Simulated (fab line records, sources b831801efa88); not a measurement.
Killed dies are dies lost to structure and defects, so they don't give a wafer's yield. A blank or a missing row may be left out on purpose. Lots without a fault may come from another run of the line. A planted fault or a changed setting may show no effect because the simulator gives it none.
Problem report in the 8D (eight disciplines) form, filled by code | flow gf180mcu | the parts of the form that need people (team, actions taken, sign-off) are left out

1. THE PROBLEM
CONTACT_CVD_00_THK at GF_CONTACT_THK_MEAS_01 reads a mean of 454 nm on 6 wafers of 2 lots; wafers without a fault read 301 nm with a standard deviation of 3.4. That is +45 standard deviations from the usual mean.
First seen on wafer L854.2, day 20 23:35, on film_metro-04. The record holds 39 wafers of 13 lots with a number at this step. Rule for "out", or "out of limits": more than 4 standard deviations from the usual mean. The other wafers with a number count as sound.

2. WHAT IT IS AND WHAT IT IS NOT
question                    | is                           | is not
which readings at this step | CONTACT_CVD_00_THK           | -
which lots                  | L854, L855                   | L840, L841, L842, L843, L845, L846, L847, L848, L852, L853, L856
which wafers of those lots  | all that have a number       | -
read on which gauges        | film_metro-03, film_metro-04 | film_metro-02
when                        | from day 20 23:35            | up to then (30 sound wafers); but 3 sound wafers of L856 came after

3. SUSPECTS, AND WHAT RULES EACH OUT
Counting: a tool at a process step up to the reading stays a suspect if it ran every lot that is out and no sound lot after the first of them.
- the gauge at GF_CONTACT_THK_MEAS_01: ruled out. The wafers that are out were read on 2 gauges (film_metro-03, film_metro-04).
- pvd_sputter-04 at GF_SALICIDE_SPUTTER_03 (material TiN, target thk 20 nm, time 16.7 s): kept. It ran every lot that is out, first L854 (day 20 23:02), and no sound lot after that; its last sound lot up to then is L848 (day 18 20:45).
- hdpcvd-02 at GF_CONTACT_CVD_00 (deposits SiO2, target thk 300 nm, time 50 s): kept. It ran every lot that is out, first L854 (day 20 23:31), and no sound lot after that; its last sound lot up to then is L853 (day 20 14:44). Its own readings are out on those wafers: sih4_flow_sccm.
Left after counting: pvd_sputter-04 at GF_SALICIDE_SPUTTER_03, hdpcvd-02 at GF_CONTACT_CVD_00.

4. THE CAUSE (what the simulator had put in)
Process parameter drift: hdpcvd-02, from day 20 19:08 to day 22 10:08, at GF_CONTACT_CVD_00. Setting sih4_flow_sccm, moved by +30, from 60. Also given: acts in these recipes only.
Counting left 2 suspects, and this tool is among them.

5. THE CHAIN OF EFFECTS, in route order
Each row: a reading whose mean over the struck wafers that have a number lies more than 3 standard deviations from the usual. Only readings for which the record gives a usual standard deviation are gone through. hours: the time from each lot's start at the first step in this table that gives one to its start at this step, as a median over the lots. sigmas: the change in usual standard deviations.
hours | step                   | reading            | usual      | on struck wafers | change | sigmas
0     | GF_CONTACT_CVD_00      | sih4_flow_sccm     | 60.00 sccm | 90.21            | +30.21 | +99 or more
0     | GF_CONTACT_THK_MEAS_01 | CONTACT_CVD_00_THK | 301 nm     | 454              | +152   | +45
-     | GF_CONTACT_ETCH_17     | oes_product_au     | 0.816 a.u. | 0.891            | +0.075 | +14
The process steps in it:
- GF_CONTACT_CVD_00: deposits SiO2, target thk 300 nm, time 50 s.
- GF_CONTACT_ETCH_17: etches SiO2 in C4F8/O2/Ar, stops on CoSi2, target depth 860 nm.
Later measuring or inspecting steps at which every struck wafer that the step has a row for has a number for every such reading, and none has moved that far: GF_CONTACT_CD_MEAS_14.

6. WHAT WOULD HAVE CAUGHT IT SOONER
In this record the first reading out of limits at a measuring or inspecting step was taken at day 20 23:35, 4 hours after the fault began at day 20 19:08.
The tool's own readings at GF_CONTACT_CVD_00 were out on every struck wafer that the step has a row for (sih4_flow_sccm): an alarm limit on them would have fired on the first of those.
Of the lots that are out (2), L855 began GF_CONTACT_CVD_00 on hdpcvd-02 after day 20 23:35. A hold on the tool at that time would have spared it.
